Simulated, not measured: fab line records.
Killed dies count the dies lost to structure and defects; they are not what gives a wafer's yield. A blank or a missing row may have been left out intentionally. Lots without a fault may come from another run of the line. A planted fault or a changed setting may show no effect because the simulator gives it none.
fab line records | flow sky130
record lots=10 wafers=27 lastDay=52
route steps=708 shown METAL2@500 CAPM@538 PAD_OPEN@708
lots that met no fault: taken from a fault-free run of the same line
startH: start of the lot's first displayed wafer, in hours after the record's first day | waitH: hours since the lot's step before | " as in the row above | L1.1+2: several wafers, shown together as one row | - no value, or no start was given | * or withheld: withheld | < > ~ a bound
route shown NAME@n: NAME is a module with steps in the file, n the number in the route of the first one | usual: mean/standard deviation of fault-free wafers | same: alike in all rows | chamber/n: place in a boat | sites: per-site readings | _std_site: standard deviation of those values | _edge_site: outer sites' mean less inner sites' | radiusMm: for every site, how far away it sits from the centre of the wafer | mask NAME#n: copy n | behind: tool/chamber where the wafer was last shaped | hold: the reason the lot was held/the length of the hold in hours/how it ended | device: names the non-switching transistor (n, p or np) | end of line: the route-end tests of the same wafers | a step given without rows: its recipe and nothing more | killed: dies that structure and defects cost at the first sort, which is not the same as the wafer's yield | map: the dies of a wafer, with x for killed, . for not killed, _ for no die there
set.NAME: setting as actually run; set.NAME@STEP: the setting as run at that earlier step | model.NAME: the simulator's own value behind a step, which no gauge read
one table for each step of the route and one row for each wafer, over a sample of lots
services: when a tool's chamber went out of use (startH, in hours from the record's first day, below 0 if earlier), for how many hours, and the reason
## steps
# step SKY_METAL2_DESCUM_17
# recipe chemistry=O2 sourcePowerW=150 biasPowerW=0 pressureMtorr=10 tempC=40 timeS=8
# usual chamberPressureMTorr=9.999/0.0092 drypumpMotorCurrentA=5.5/0.35 oesProductAu=0.997/0.014
# columns lot.wafer tool chamber startH waitH chamberPressureMTorr drypumpMotorCurrentA oesProductAu rfHoursCounterH
L972.1 rieMetal-04 0 859.50 0.0 10.002 5.9 0.979 5
L972.3 " 0 " " 9.999 5.9 0.991 -
L972.5 " 1 " " 9.995 5.7 1.016 -
L975.2 rieMetal-02 0 877.97 0.0 9.996 5.9 0.981 9
L975.3 " 0 " " 10.012 5.9 0.988 -
L975.6 " 1 " " 9.991 5.5 1.020 -
L981.2 rieMetal-03 1 883.97 0.0 9.993 5.0 0.988 13
L981.6 " 1 " " 9.984 5.0 1.002 -
L979.2 rieMetal-04 0 885.28 0.0 10.008 5.9 0.977 6
L979.4 " 1 " " 9.993 5.7 1.009 -
L982.2 rieMetal-03 0 886.93 0.0 9.989 5.7 1.013 9
L982.3 " 0 " " 9.988 5.7 1.008 -
L987.3 rieMetal-03 1 1023.10 0.0 10.008 5.0 0.987 -
L987.4 " 1 " " 9.985 5.0 0.977 -
L987.5 " 1 " " 9.989 5.0 0.978 -
L989.3 rieMetal-04 0 1027.91 0.0 9.982 5.9 0.985 -
L989.4 " 1 " " 10.020 5.7 1.019 -
L989.5 " 0 " " 10.000 5.9 0.982 -
L988.1 rieMetal-04 0 1028.43 0.0 10.001 5.9 0.973 15
L988.3 " 1 " " 10.005 5.7 1.018 -
L988.4 " 0 " " 10.007 5.9 0.989 -
L993.4 rieMetal-03 1 1031.04 0.0 9.986 5.0 0.975 -
L993.5 " 0 " " 9.988 5.7 0.998 -
L993.6 " 1 " " 9.995 5.0 0.984 -
L994.1 rieMetal-03 0 1033.78 0.0 9.985 5.7 1.007 16
L994.2 " 1 " " 10.002 5.0 0.989 23
L994.4 " 0 " " 9.997 5.7 1.011 -
# step SKY_CAPM_THK_MEAS_01
# recipe reads=SiO2_of_CAPM_CVD_00
# usual CAPM_CVD_00_THK=15.50/0.24
# columns lot.wafer tool chamber startH waitH CAPM_CVD_00_THK[nm]
L972.1 filmMetro-02 - 889.75 - 15.33
L972.3 " - " " 15.84
L972.5 " - " " 15.51
L975.2 filmMetro-01 - 908.37 - 15.41
L975.3 " - " " 15.40
L975.6 " - " " 15.68
L981.2 filmMetro-03 - 913.25 - 15.25
L981.6 " - " " 15.31
L979.2 filmMetro-02 - 914.77 - 15.17
L979.4 " - " " 15.56
L982.2 filmMetro-01 - 915.91 - 15.36
L982.3 " - " " 15.17
L987.3 filmMetro-02 - 1050.32 - 15.81
L987.4 " - " " 15.86
L987.5 " - " " 15.75
L989.3 filmMetro-01 - 1054.94 - 15.14
L989.4 " - " " 15.43
L989.5 " - " " 15.60
L988.1 filmMetro-01 - 1055.89 - 15.52
L988.3 " - " " 15.51
L988.4 " - " " 15.63
L993.4 filmMetro-01 - 1057.45 - 16.12
L993.5 " - " " 15.54
L993.6 " - " " 15.68
L994.1 filmMetro-01 - 1060.85 - 15.21
L994.2 " - " " 15.46
L994.4 " - " " 15.63
# step SKY_CAPM_SPUTTER_02
# recipe material=TiN targetThkNm=200 tempC=300 powerW=6500 timeS=166.7 chamberPressurePa=0.4
# usual chamberPressurePa=0.3999/0.0008 substrateTempC=300.01/0.2 throttleValvePct=29.8/1.2
# columns lot.wafer tool chamber startH waitH chamberPressurePa substrateTempC throttleValvePct
L972.1 pvdSputter-04 - 889.81 0.1 0.4001 299.45 29.9
L972.3 " - " " 0.3992 299.93 29.1
L972.5 " - " " 0.3995 299.81 29.2
L975.2 pvdSputter-02 - 908.42 0.0 0.3990 300.25 30.1
L975.3 " - " " 0.4001 299.71 28.4
L975.6 " - " " 0.4004 300.19 29.8
L981.2 pvdSputter-04 - 913.30 0.0 0.3994 300.14 29.6
L981.6 " - " " 0.4014 299.90 28.9
L979.2 pvdSputter-04 - 914.82 0.0 0.3999 300.02 29.1
L979.4 " - " " 0.4010 300.14 29.6
L982.2 pvdSputter-04 - 915.96 0.0 0.3996 299.88 29.6
L982.3 " - " " 0.4000 299.68 29.1
L987.3 pvdSputter-03 - 1050.36 0.0 0.4006 299.97 30.5
L987.4 " - " " 0.4002 300.03 27.8
L987.5 " - " " 0.3996 299.91 28.3
L989.3 pvdSputter-02 - 1054.98 0.0 0.3999 300.33 30.0
L989.4 " - " " 0.3982 299.58 30.8
L989.5 " - " " 0.3990 299.70 30.6
L988.1 pvdSputter-04 - 1055.95 0.1 0.4005 299.99 29.9
L988.3 " - " " 0.3983 300.31 32.5
L988.4 " - " " 0.3982 300.00 29.5
L993.4 pvdSputter-03 - 1057.48 0.0 0.4005 300.27 30.2
L993.5 " - " " 0.4004 300.16 28.1
L993.6 " - " " 0.4005 299.65 30.4
L994.1 pvdSputter-02 - 1060.91 0.1 0.4006 299.77 30.5
L994.2 " - " " 0.3994 299.85 30.0
L994.4 " - " " 0.4019 299.76 28.4
# step SKY_CAPM_RS_MEAS_03
# recipe thkMeasGauge=four-point-probe reads=TiN_of_CAPM_SPUTTER_02
# usual CAPM_TIN_RS=6.91/0.098
# columns lot.wafer tool chamber startH waitH hold CAPM_TIN_RS[ohm/sq]
L972.1 filmMetro-02 - 889.92 0.1 - 6.72
L972.3 " - " " - 6.83
L972.5 " - " " - 6.83
L975.2 filmMetro-01 - 908.61 0.1 - 6.89
L975.3 " - " " - 6.99
L975.6 " - " " - 6.98
L981.2 filmMetro-02 - 913.43 0.1 awaitDispo/0.2h/release 5.46
L981.6 " - " " awaitDispo/0.2h/release 5.56
L981.2 filmMetro-02 - 913.71 0.3 - 5.47
L981.6 " - " " - 5.57
L979.2 filmMetro-03 - 914.95 0.1 awaitDispo/0.2h/release 5.61
L979.4 " - " " awaitDispo/0.2h/release 6.84
L979.2 filmMetro-03 - 915.24 0.3 - 5.63
L979.4 " - " " - 6.84
L982.2 filmMetro-03 - 916.09 0.1 awaitDispo/0.2h/release 5.44
L982.3 " - " " awaitDispo/0.2h/release 6.89
L982.2 filmMetro-03 - 916.38 0.3 - 5.45
L982.3 " - " " - 6.88
L987.3 filmMetro-01 - 1050.51 0.1 - 6.99
L987.4 " - " " - 6.87
L987.5 " - " " - 6.86
L989.3 filmMetro-03 - 1055.13 0.1 - 6.89
L989.4 " - " " - 6.91
L989.5 " - " " - 6.89
L988.1 filmMetro-02 - 1056.06 0.1 - 6.90
L988.3 " - " " - 6.92
L988.4 " - " " - 6.85
L993.4 filmMetro-02 - 1057.65 0.1 - 7.01
L993.5 " - " " - 6.88
L993.6 " - " " - 7.12
L994.1 filmMetro-02 - 1061.02 0.1 - 6.93
L994.2 " - " " - 6.88
L994.4 " - " " - 6.91
# step SKY_CAPM_THK_MEAS_04
# recipe thkMeasGauge=xrf reads=TiN_of_CAPM_SPUTTER_02
# usual CAPM_TIN_THK=198.9/2.9
# columns lot.wafer tool chamber startH waitH hold CAPM_TIN_THK[nm]
L972.1 filmMetro-02 - 890.04 0.1 - 203.9
L972.3 " - " " - 201.3
L972.5 " - " " - 201.2
L975.2 filmMetro-01 - 908.72 0.1 - 199.7
L975.3 " - " " - 198.2
L975.6 " - " " - 197.5
L979.2 filmMetro-03 - 918.14 2.9 awaitDispo/0.2h/release 242.6
L979.4 " - " " awaitDispo/0.2h/release 200.1
L979.2 filmMetro-03 - 918.36 0.2 - 242.2
L979.4 " - " " - 200.7
L981.2 filmMetro-02 - 919.03 5.3 awaitDispo/0.2h/release 250.9
L981.6 " - " " awaitDispo/0.2h/release 247.1
L981.2 filmMetro-02 - 919.26 0.2 - 251.0
L981.6 " - " " - 246.6
L982.2 filmMetro-03 - 920.78 4.4 awaitDispo/0.2h/release 251.3
L982.3 " - " " awaitDispo/0.2h/release 198.9
L982.2 filmMetro-03 - 921.00 0.2 - 250.6
L982.3 " - " " - 199.2
L987.3 filmMetro-01 - 1050.61 0.1 - 197.0
L987.4 " - " " - 200.2
L987.5 " - " " - 200.2
L989.3 filmMetro-03 - 1055.23 0.1 - 199.7
L989.4 " - " " - 198.4
L989.5 " - " " - 198.1
L988.1 filmMetro-02 - 1056.18 0.1 - 199.5
L988.3 " - " " - 198.2
L988.4 " - " " - 199.1
L993.4 filmMetro-02 - 1057.74 0.1 - 195.4
L993.5 " - " " - 198.7
L993.6 " - " " - 191.8
L994.1 filmMetro-02 - 1061.14 0.1 - 198.1
L994.2 " - " " - 198.3
L994.4 " - " " - 198.5
# step SKY_CAPM_OVL_MEAS_12
# usual CAPM_OVL=0.4/1.6
# columns lot.wafer tool chamber startH waitH CAPM_OVL[nm]
L972.1 overlay-02 - 916.05 0.1 -2.0
L972.3 " - " " -1.7
L972.5 " - " " -1.7
L975.2 overlay-02 - 933.50 0.1 -0.6
L975.3 " - " " -1.5
L975.6 " - " " -5.0
L979.2 overlay-01 - 939.82 0.1 -2.1
L979.4 " - " " 0.5
L982.2 overlay-01 - 940.83 0.1 2.2
L982.3 " - " " 1.7
L981.2 overlay-01 - 941.02 0.1 -0.6
L981.6 " - " " -0.5
L987.3 overlay-02 - 1073.03 0.1 0.8
L987.4 " - " " 2.0
L987.5 " - " " 0.6
L989.3 overlay-02 - 1076.88 0.1 0.7
L989.4 " - " " 0.6
L989.5 " - " " 0.9
L988.1 overlay-01 - 1077.77 0.1 1.6
L988.3 " - " " 0.5
L988.4 " - " " -0.8
L993.4 overlay-02 - 1078.86 0.1 -0.2
L993.5 " - " " -1.8
L993.6 " - " " -0.4
L994.1 overlay-01 - 1082.40 0.1 -0.6
L994.2 " - " " -2.1
L994.4 " - " " -0.3
# step SKY_CAPM_METAL_ETCH_13
# recipe targetDepthNm=220 stopOn=SiO2 chemistry=Cl2/BCl3 target=TiN pressureMtorr=10 icpW=900 biasW=48.5 Cl2_flow_sccm=60 bcl3FlowSccm=30 timeS=62.9
# usual chamberPressureMTorr=10.000/0.0077 drypumpMotorCurrentA=5.5/0.32 oesProductAu=0.942/0.0084 throttleValvePct=21.902/0.011
# columns lot.wafer tool chamber startH waitH chamberPressureMTorr drypumpMotorCurrentA oesProductAu rfHoursCounterH throttleValvePct
L972.1 rieMetal-02 0 916.08 0.0 10.016 5.9 0.950 11 21.899
L972.3 " 0 " " 10.002 5.9 0.947 - 21.888
L972.5 " 1 " " 10.001 5.5 0.942 - 21.888
L975.2 rieMetal-03 0 933.53 0.0 9.986 5.7 0.940 11 21.895
L975.3 " 1 " " 10.005 5.0 0.935 - 21.904
L975.6 " 1 " " 9.992 5.0 0.927 - 21.900
L979.2 rieMetal-02 1 939.85 0.0 10.002 5.5 1.007 16 21.862
L979.4 " 1 " " 10.002 5.5 0.954 - 21.891
L982.2 rieMetal-03 0 940.86 0.0 9.997 5.7 1.008 11 21.865
L982.3 " 1 " " 9.994 5.0 0.946 - 21.894
L981.2 rieMetal-02 1 941.05 0.0 9.993 5.5 1.014 16 21.851
L981.6 " 0 " " 9.991 5.9 0.982 - 21.870
L987.3 rieMetal-03 0 1073.11 0.1 10.016 5.7 0.936 - 21.907
L987.4 " 0 " " 9.991 5.7 0.950 - 21.912
L987.5 " 0 " " 10.004 5.7 0.942 - 21.902
L989.3 rieMetal-01 1 1076.93 0.0 10.007 5.2 0.938 - 21.908
L989.4 " 0 " " 9.986 5.1 0.938 - 21.891
L989.5 " 1 " " 9.997 5.2 0.947 - 21.909
L988.1 rieMetal-03 1 1077.81 0.0 9.988 5.0 0.944 0 21.902
L988.3 " 0 " " 9.991 5.7 0.946 - 21.892
L988.4 " 1 " " 9.992 5.0 0.941 - 21.885
L993.4 rieMetal-02 1 1078.91 0.0 9.987 5.5 0.933 - 21.912
L993.5 " 1 " " 9.995 5.5 0.950 - 21.903
L993.6 " 0 " " 10.001 5.9 0.919 - 21.913
L994.1 rieMetal-03 1 1082.43 0.0 10.004 5.0 0.941 0 21.899
L994.2 " 0 " " 9.988 5.7 0.938 20 21.906
L994.4 " 1 " " 9.987 5.0 0.945 - 21.903
# step SKY_PAD_OPEN_PROBE_99
# usual defectLimitedYield=82.5/1.8 killed_at_M0_to_M3=45/6.3 killed_at_M4_up=2.8/1.6 killedAtContacts=24/5.1 killedAtFrontEnd=14/4.4 killedAtOther=0.4/0.73 killedDies=86/9 killedOnRim=17/3.8 killedOpen=47/7.8 killedShort=39/6.6 sort_bin_3_pad_short=0.8/0.42 sort_bin_5_function=10.3/1.4 sort_bin_6_memory=6.3/1.2 sortNPass=406/9 sortYieldPct=82.5/1.8
# same grossDies=492 killedAtBackSide=0 sort_bin_4_leakage[%]=0 sort_bin_8_speed[%]=0
# columns lot.wafer tool chamber startH waitH hold defectLimitedYield[%] killed_at_M0_to_M3 killed_at_M4_up killedAtContacts killedAtFrontEnd killedAtOther killedDies killedOnRim killedOpen killedShort sort_bin_3_pad_short[%] sort_bin_5_function[%] sort_bin_6_memory[%] sortNPass sortYieldPct[%]
L972.1 prober-01 - 1117.94 0.1 - 82.5 41 3 30 9 3 86 20 49 37 1.6 9.6 6.3 406 82.5
L972.3 prober-01 - 1118.04 0.2 - 82.3 53 0 21 13 0 87 12 52 35 0.6 9.8 7.3 405 82.3
L972.5 prober-01 - 1118.14 0.2 - 81.9 45 4 28 12 0 89 15 57 32 1.4 9.3 7.3 403 81.9
L975.2 prober-01 - 1135.00 0.1 - 77.8 67 4 23 15 0 109 27 52 57 2.0 11.8 8.3 383 77.8
L975.3 prober-01 - 1135.05 0.2 - 85.2 48 4 15 6 0 73 14 26 47 0.6 8.9 5.3 419 85.2
L975.6 prober-01 - 1135.20 0.2 - 82.9 46 3 22 13 0 84 18 50 33 0.6 10.0 6.5 408 82.9
L981.2 prober-01 - 1139.65 0.1 awaitDispo/5.1h/scrap 0 45 2 24 8 413 492 96 45 34 84.8 10.4 4.9 0 0
L981.6 prober-01 - 1139.85 0.2 awaitDispo/5.1h/scrap 0 51 3 26 11 401 492 96 50 40 82.7 11.4 5.9 0 0
L979.2 prober-01 - 1139.95 0.3 awaitDispo/3.7h/scrap 0 46 3 28 16 399 492 96 58 35 82.1 9.1 8.7 0 0
L979.4 prober-01 - 1140.05 0.4 awaitDispo/3.7h/scrap 78.5 47 2 34 23 0 106 25 73 32 0.6 12.4 8.5 386 78.5
L982.2 prober-02 - 1140.08 0.1 - 0 37 1 20 13 421 492 96 34 37 86.0 8.9 5.1 0 0
L982.3 prober-02 - 1140.13 0.2 - 85.4 34 1 28 9 0 72 15 44 28 0.8 8.3 5.5 420 85.4
L987.3 prober-02 - 1235.93 0.2 - 82.7 50 3 22 9 1 85 19 51 33 0.2 10.0 7.1 407 82.7
L987.4 prober-02 - 1235.98 0.2 - 78.0 53 5 29 16 5 108 28 62 43 0.8 13.0 8.1 384 78.0
L987.5 prober-02 - 1236.03 0.2 - 83.7 36 0 27 17 0 80 14 54 26 0.2 11.8 4.3 412 83.7
L989.3 prober-02 - 1239.49 0.2 - 85.6 46 3 12 10 0 71 11 35 36 1.0 8.5 4.9 421 85.6
L989.4 prober-02 - 1239.54 0.2 - 82.7 47 3 25 9 1 85 9 47 37 0.8 11.6 4.9 407 82.7
L989.5 prober-02 - 1239.59 0.2 - 85.0 43 1 22 8 0 74 13 45 27 0.4 7.9 6.7 418 85.0
L988.1 prober-02 - 1241.16 0.1 - 82.5 42 2 25 17 0 86 15 47 39 0.8 10.8 5.9 406 82.5
L988.3 prober-02 - 1241.26 0.2 - 83.3 55 2 14 11 0 82 22 47 35 0.6 9.3 6.7 410 83.3
L988.4 prober-02 - 1241.31 0.2 - 82.1 41 2 29 15 1 88 29 38 50 1.0 11.6 5.3 404 82.1
L993.4 prober-01 - 1241.58 0.2 - 83.1 44 1 26 12 0 83 16 50 33 0.4 11.2 5.3 409 83.1
L993.5 prober-01 - 1241.63 0.2 - 83.1 43 5 20 15 0 83 13 40 43 0.8 10.0 6.1 409 83.1
L993.6 prober-01 - 1241.68 0.2 - 84.1 40 2 22 14 0 78 15 40 38 0.8 9.3 5.7 414 84.1
L994.1 prober-01 - 1244.16 0.1 - 84.6 31 2 20 23 0 76 14 42 34 1.2 9.6 4.7 416 84.6
L994.2 prober-01 - 1244.21 0.1 - 82.7 43 1 25 15 1 85 17 52 33 1.0 9.3 6.9 407 82.7
L994.4 prober-01 - 1244.31 0.2 - 82.1 41 3 30 14 0 88 17 47 41 1.2 10.8 5.9 404 82.1
# killed by level:class
L972.1 CONTACT:geometricParticle:open=12 VIA1:geometricParticle:open=10 CONTACT:geometricParticle:short=8 VIA3:geometricParticle:open=8 METAL1:geometricParticle:short=7 LI_CONTACT:geometricParticle:open=6 METAL2:geometricParticle:short=4 VIA2:geometricParticle:open=3
L972.3 VIA1:geometricParticle:open=17 VIA3:geometricParticle:open=10 CONTACT:geometricParticle:open=8 METAL1:geometricParticle:short=6 FIELD_ISO:geometricParticle:short=5 LI_CONTACT:geometricParticle:open=5 METAL2:geometricParticle:short=5 VIA1:geometricParticle:short=4
L972.5 CONTACT:geometricParticle:open=13 VIA1:geometricParticle:open=13 LI_CONTACT:geometricParticle:open=9 METAL2:geometricParticle:short=7 VIA1:geometricParticle:short=6 VIA3:geometricParticle:open=6 POLY_GATE:geometricParticle:open=5 VIA2:geometricParticle:open=4
L975.2 VIA1:geometricParticle:open=15 METAL1:geometricParticle:short=10 METAL2:geometricParticle:short=9 LI_CONTACT:geometricParticle:open=9 VIA2:geometricParticle:open=8 CONTACT:geometricParticle:open=7 VIA1:geometricParticle:short=7 VIA3:geometricParticle:short=6
L975.3 VIA1:geometricParticle:short=7 METAL2:geometricParticle:short=7 VIA2:geometricParticle:open=7 CONTACT:geometricParticle:short=6 VIA3:geometricParticle:open=6 VIA2:geometricParticle:short=5 METAL3:geometricParticle:short=4 LOCAL_INTERCONNECT:geometricParticle:short=4
L975.6 VIA1:geometricParticle:open=13 VIA3:geometricParticle:open=11 CONTACT:geometricParticle:open=11 CONTACT:geometricParticle:short=5 METAL1:geometricParticle:short=5 FIELD_ISO:geometricParticle:short=4 LI_CONTACT:geometricParticle:open=4 VIA1:geometricParticle:short=3
L981.2 CAPM:areaEtch=413 VIA1:geometricParticle:open=11 LI_CONTACT:geometricParticle:open=7 VIA2:geometricParticle:open=7 METAL1:geometricParticle:short=7 CONTACT:geometricParticle:open=6 LOCAL_INTERCONNECT:geometricParticle:short=5 VIA3:geometricParticle:open=5
L981.6 CAPM:areaEtch=401 VIA2:geometricParticle:open=11 CONTACT:geometricParticle:open=8 VIA1:geometricParticle:open=8 LI_CONTACT:geometricParticle:open=6 VIA3:geometricParticle:short=6 VIA3:geometricParticle:open=6 POLY_GATE:geometricParticle:short=5
L979.2 CAPM:areaEtch=399 VIA1:geometricParticle:open=13 LI_CONTACT:geometricParticle:open=9 FIELD_ISO:geometricParticle:open=8 CONTACT:geometricParticle:open=8 VIA2:geometricParticle:open=8 CONTACT:geometricParticle:short=6 METAL2:geometricParticle:short=6
L979.4 VIA1:geometricParticle:open=15 FIELD_ISO:geometricParticle:open=12 CONTACT:geometricParticle:open=12 VIA2:geometricParticle:open=9 LI_CONTACT:geometricParticle:open=7 VIA3:geometricParticle:open=7 LI_CONTACT:geometricParticle:short=6 POLY_GATE:geometricParticle:short=4
L982.2 CAPM:areaEtch=421 VIA1:geometricParticle:open=8 METAL1:geometricParticle:short=7 VIA1:geometricParticle:short=7 LI_CONTACT:geometricParticle:open=6 CONTACT:geometricParticle:short=5 VIA2:geometricParticle:open=5 POLY_GATE:geometricParticle:open=4
L982.3 CONTACT:geometricParticle:open=10 VIA1:geometricParticle:open=10 LI_CONTACT:geometricParticle:open=7 CONTACT:geometricParticle:short=6 METAL1:geometricParticle:short=6 FIELD_ISO:geometricParticle:open=5 VIA2:geometricParticle:open=4 VIA1:geometricParticle:short=4
L987.3 VIA1:geometricParticle:open=15 VIA3:geometricParticle:open=10 CONTACT:geometricParticle:open=8 METAL2:geometricParticle:short=7 LOCAL_INTERCONNECT:geometricParticle:short=5 METAL1:geometricParticle:short=5 VIA2:geometricParticle:open=5 FIELD_ISO:geometricParticle:open=4
L987.4 VIA1:geometricParticle:open=11 VIA2:geometricParticle:open=11 LI_CONTACT:geometricParticle:open=10 CONTACT:geometricParticle:open=9 VIA3:geometricParticle:open=6 VIA3:geometricParticle:short=6 LOCAL_INTERCONNECT:geometricParticle:short=5 METAL2:geometricParticle:short=5
L987.5 VIA1:geometricParticle:open=10 CONTACT:geometricParticle:open=9 VIA3:geometricParticle:open=7 LI_CONTACT:geometricParticle:open=7 POLY_GATE:geometricParticle:open=6 LOCAL_INTERCONNECT:geometricParticle:short=5 VIA1:geometricParticle:short=5 POLY_CUT:geometricParticle:open=4
L989.3 VIA3:geometricParticle:open=11 VIA1:geometricParticle:open=6 VIA2:geometricParticle:open=6 METAL2:geometricParticle:short=5 METAL1:geometricParticle:short=5 VIA3:geometricParticle:short=5 FIELD_ISO:geometricParticle:short=4 CONTACT:geometricParticle:open=4
L989.4 VIA1:geometricParticle:open=10 LI_CONTACT:geometricParticle:open=9 METAL2:geometricParticle:short=7 VIA3:geometricParticle:open=7 VIA1:geometricParticle:short=6 VIA2:geometricParticle:open=5 LOCAL_INTERCONNECT:geometricParticle:short=4 CONTACT:geometricParticle:short=4
L989.5 VIA3:geometricParticle:open=13 LI_CONTACT:geometricParticle:open=8 VIA2:geometricParticle:open=8 CONTACT:geometricParticle:open=6 VIA1:geometricParticle:open=6 VIA1:geometricParticle:short=5 METAL2:geometricParticle:short=4 LI_CONTACT:geometricParticle:short=3
L988.1 VIA2:geometricParticle:open=9 CONTACT:geometricParticle:open=8 METAL1:geometricParticle:short=7 LOCAL_INTERCONNECT:geometricParticle:short=6 LI_CONTACT:geometricParticle:open=6 VIA3:geometricParticle:open=6 VIA1:geometricParticle:short=5 SPACER:geometricParticle:open=4
L988.3 VIA3:geometricParticle:open=11 VIA1:geometricParticle:open=9 VIA2:geometricParticle:open=7 VIA1:geometricParticle:short=7 METAL2:geometricParticle:short=5 CONTACT:geometricParticle:open=5 LI_CONTACT:geometricParticle:open=4 METAL2:geometricParticle:open=4
L988.4 CONTACT:geometricParticle:open=12 VIA1:geometricParticle:open=11 METAL1:geometricParticle:short=7 CONTACT:geometricParticle:short=6 FIELD_ISO:geometricParticle:short=5 VIA1:geometricParticle:short=5 VIA3:geometricParticle:short=5 POLY_GATE:geometricParticle:short=4
L993.4 CONTACT:geometricParticle:open=12 VIA1:geometricParticle:open=9 VIA2:geometricParticle:open=9 FIELD_ISO:geometricParticle:open=6 LI_CONTACT:geometricParticle:open=6 METAL1:geometricParticle:short=5 METAL2:geometricParticle:short=5 VIA3:geometricParticle:open=4
L993.5 VIA1:geometricParticle:short=12 VIA1:geometricParticle:open=9 VIA3:geometricParticle:open=7 FIELD_ISO:geometricParticle:short=6 CONTACT:geometricParticle:open=6 LI_CONTACT:geometricParticle:short=4 LOCAL_INTERCONNECT:geometricParticle:short=4 FIELD_ISO:geometricParticle:open=3
L993.6 CONTACT:geometricParticle:open=12 CONTACT:geometricParticle:short=6 VIA3:geometricParticle:open=6 VIA1:geometricParticle:open=6 VIA2:geometricParticle:open=6 FIELD_ISO:geometricParticle:short=5 METAL3:geometricParticle:short=5 METAL2:geometricParticle:short=5
L994.1 FIELD_ISO:geometricParticle:open=11 LI_CONTACT:geometricParticle:open=7 CONTACT:geometricParticle:open=7 VIA1:geometricParticle:open=5 FIELD_ISO:geometricParticle:short=4 METAL1:geometricParticle:short=4 VIA2:geometricParticle:open=4 POLY_GATE:geometricParticle:short=3
L994.2 CONTACT:geometricParticle:open=14 VIA1:geometricParticle:open=9 VIA3:geometricParticle:open=8 FIELD_ISO:geometricParticle:open=7 METAL2:geometricParticle:short=7 VIA2:geometricParticle:open=6 CONTACT:geometricParticle:short=4 METAL1:geometricParticle:short=4
L994.4 CONTACT:geometricParticle:open=12 LI_CONTACT:geometricParticle:open=9 VIA2:geometricParticle:open=8 VIA3:geometricParticle:short=7 METAL2:geometricParticle:short=7 FIELD_ISO:geometricParticle:short=5 VIA1:geometricParticle:open=5 VIA3:geometricParticle:open=5
## services
# columns tool chamber startH hours kind
rieMetal-03 1 852.96 27.5 repair
rieMetal-04 0 860.98 3.8 repair
rieMetal-01 - 869.76 0.3 repair
rieMetal-01 - 889.09 1.4 pm
rieMetal-01 - 903.75 2.5 repair
rieMetal-02 - 918.26 0.2 repair
pvdSputter-02 - 937.61 0.6 repair
pvdSputter-04 - 938.79 2.2 repair
pvdSputter-02 - 980.89 4.8 repair
rieMetal-04 - 996.06 2.8 pm
rieMetal-02 1 1010.18 - clean
rieMetal-02 1 1010.18 25.5 scheduledDown
rieMetal-02 1 1010.18 25.5 ventCycle
rieMetal-03 0 1016.75 12.1 repair
pvdSputter-02 - 1016.92 1.2 repair
rieMetal-02 - 1017.20 0.5 repair
pvdSputter-03 - 1033.16 2.4 repair
pvdSputter-04 - 1035.67 1.0 repair
rieMetal-01 - 1038.66 0.5 repair
rieMetal-03 1 1056.78 - clean
rieMetal-03 1 1056.78 20.1 scheduledDown
rieMetal-03 1 1056.78 20.1 ventCycle
pvdSputter-04 - 1064.81 2.5 repair
rieMetal-04 - 1082.36 14.6 pm
## key
firstSign step=SKY_CAPM_RS_MEAS_03 reading=visit direction=added
effect step=SKY_CAPM_RS_MEAS_03 reading=CAPM_TIN_RS direction=down sigmas=14 usual=6.91 struck=5.52
effect step=SKY_CAPM_THK_MEAS_04 reading=visit direction=added
effect step=SKY_CAPM_THK_MEAS_04 reading=CAPM_TIN_THK direction=up sigmas=17 usual=198.9 struck=248.0
effect step=SKY_CAPM_METAL_ETCH_13 reading=oesProductAu direction=up sigmas=7.3 usual=0.942 struck=1.003
effect step=SKY_PAD_OPEN_PROBE_99 reading=killedAtOther direction=up sigmas=99+ usual=0.4 struck=408.5
moreKillsBornAt SKY_CAPM_METAL_ETCH_13@rieMetal-02=1213 SKY_CAPM_METAL_ETCH_13@rieMetal-03=421
metAt SKY_CAPM_SPUTTER_02
struckLots L979,L981,L982
struckWafers L979.2,L981.2,L981.6,L982.2
laterRowsLeftOut L979.2,L981.2,L981.6,L982.2
notActingAt SKY_METAL2_DESCUM_17,SKY_CAPM_THK_MEAS_01,SKY_CAPM_OVL_MEAS_12
onsetBetween 889.81 913.30
fault kind=processParameterDrift tool=pvdSputter-04 chamber=- onsetH=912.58 steps=SKY_CAPM_SPUTTER_02 channel=targetThkNm offset=48.132 shape=step endH=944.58 scope=struckWafersOnly actsIn=theseRecipesOnly stated=200
# laterRowsLeftOut: the simulator's readings of these wafers behind a module that went badly wrong aren't trusted and aren't shown, but for the sort
